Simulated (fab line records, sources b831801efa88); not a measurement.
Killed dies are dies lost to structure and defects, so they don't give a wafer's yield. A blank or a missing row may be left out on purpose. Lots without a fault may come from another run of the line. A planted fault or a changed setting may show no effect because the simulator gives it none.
Which tool did it? | flow sky130 | 11 lots, 33 wafers sampled, at 1 step of a route of 708

WHAT THE GAUGES READ, wafer by wafer
SKY_CAP2M_OVL_MEAS_12.
lot  | measured     | on         | CAP2M_OVL (nm)
L938 | day 40 20:39 | overlay-01 | 0.6 -0.3 0.1
L939 | day 40 21:32 | overlay-01 | 0.8 2.1 -0.4
L940 | day 41 09:56 | overlay-01 | -0.5 -0.4 -0.7
L944 | day 42 12:05 | overlay-02 | 0.0 1.4 0.1
L946 | day 43 11:04 | overlay-02 | 1.8 1.0 0.2
L947 | day 43 12:32 | overlay-01 | -1.7 0.4 -0.3
L948 | day 43 19:00 | overlay-02 | 1.6 1.0 2.4
L951 | day 44 17:28 | overlay-02 | 0.4 0.8 -2.4
L952 | day 44 17:29 | overlay-01 | 0.3 0.1 0.9
L953 | day 44 22:58 | overlay-02 | 1.5 3.1 2.1
L955 | day 45 12:44 | overlay-01 | 0.0 0.4 1.7

WHICH TOOL RAN EACH LOT (tool, then ch and the chambers of the sampled wafers, then the start)
The record holds no process step before these readings.

WHAT THE TOOLS THEMSELVES READ (means of the sampled wafers that have a number; where no wafer has one, the mark that the record gives instead)
The record holds no such reading with a usual standard deviation.

THE ANSWER, worked out from the rows above alone
Rule: what is usual is taken from the lots themselves. Put in order of their means at a reading, lots are off if they are a third of the lots or fewer, leave a main group of 4 or more, and stand apart from it by a gap of 3 or more times the standard deviation of the main group's means; of several such gaps the widest counts. A main group whose means are all the same, to the digits that the tables above print for the reading, isn't used. A lot without any number at a reading at which 4 lots or more have one is off too. The other lots that the step has rows for count as sound. The gauges are gone through in route order, then the tools' own readings, and for those a lot's mean is taken as printed above. The first step at which some lot is off is used, and at that step the reading that is off furthest; a lot without a number counts as furthest.
No lot is off at any reading shown: from this, nothing can be told.

WHAT THE SIMULATOR HAD PUT IN
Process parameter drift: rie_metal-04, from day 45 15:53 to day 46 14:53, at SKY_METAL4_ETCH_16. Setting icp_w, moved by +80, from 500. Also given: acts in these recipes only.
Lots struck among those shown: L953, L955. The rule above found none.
